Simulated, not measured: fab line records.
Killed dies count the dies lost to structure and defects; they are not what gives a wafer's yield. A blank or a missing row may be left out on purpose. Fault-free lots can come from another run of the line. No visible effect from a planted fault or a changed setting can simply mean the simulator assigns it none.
Which tool is to blame? -- flow gf180mcu -- 6 lots with 16 wafers sampled at 3 steps, on a route of 602 steps

## WHAT THE GAUGES SHOWED, per wafer
GF_PSD_RS_MEAS_14: uses a four-point probe to measure.
lot,measured,on,NSD_RS (ohm/sq)
L858,day 16 04:59,filmMetro-04,46.14 46.10 46.21
L860,day 16 19:53,filmMetro-04,45.92 46.06 46.18
L863,day 18 00:20,filmMetro-02,46.11 43.41
L865,day 18 16:43,filmMetro-04,46.19 43.50
L872,day 21 12:10,filmMetro-01,46.20 46.23 46.14
L875,day 22 03:53,filmMetro-02,46.33 46.14 46.22

## TOOL THAT RAN EACH LOT (tool first, then ch and the chambers of the sampled wafers, then the start)
lot,GF_STI_ETCH_14,GF_PSD_RTA_13
L858,"rieSi-01 ch 1,2, day 3 03:07","rtpAnneal-01 ch 0, day 16 04:54"
L860,"rieSi-02 ch 2,3, day 3 14:35","rtpAnneal-01 ch 0, day 16 19:47"
L863,"rieSi-01 ch 0,2, day 4 06:05","rtpAnneal-01 ch 0, day 18 00:14"
L865,"rieSi-02 ch 0,1, day 4 15:37","rtpAnneal-01 ch 0, day 18 16:37"
L872,"rieSi-02 ch 0,1, day 6 03:02","rtpAnneal-01 ch 0, day 21 12:04"
L875,"rieSi-01 ch 0,2,3, day 6 21:59","rtpAnneal-01 ch 0, day 22 03:47"
- GF_STI_ETCH_14: etches Si in HBr/Cl2/O2, target depth 360 nm, time 102.9 s.
- GF_PSD_RTA_13: time 20 s.

## THE ANSWER, worked out from the rows above alone
Rule: usual is defined by the lots themselves. The widest of any qualifying gaps counts: lots, ordered by their means at a reading, are off when they make up no more than a third of the lots, leave a main group of 4 or more, and stand apart from it by 3 or more times the standard deviation of that group's means. Not used: any main group whose means are identical at the precision the tables above print for the reading. Also off: a lot with no number at a reading for which 4 or more lots have one. Any other lot the step has rows for is counted as sound.
Off: L863, L865, seen at GF_PSD_RS_MEAS_14 (NSD_RS). The main group: mean 46.16 ohm/sq, standard deviation 0.066.
If a tool, at a process step before that reading, ran all the lots that are off and no sound lot after the first of them, it fits. Those tools and the gauges at GF_PSD_RS_MEAS_14 are tried in the same way. Of those tried, none fits.

## WHAT THE SIMULATOR HAD INSERTED
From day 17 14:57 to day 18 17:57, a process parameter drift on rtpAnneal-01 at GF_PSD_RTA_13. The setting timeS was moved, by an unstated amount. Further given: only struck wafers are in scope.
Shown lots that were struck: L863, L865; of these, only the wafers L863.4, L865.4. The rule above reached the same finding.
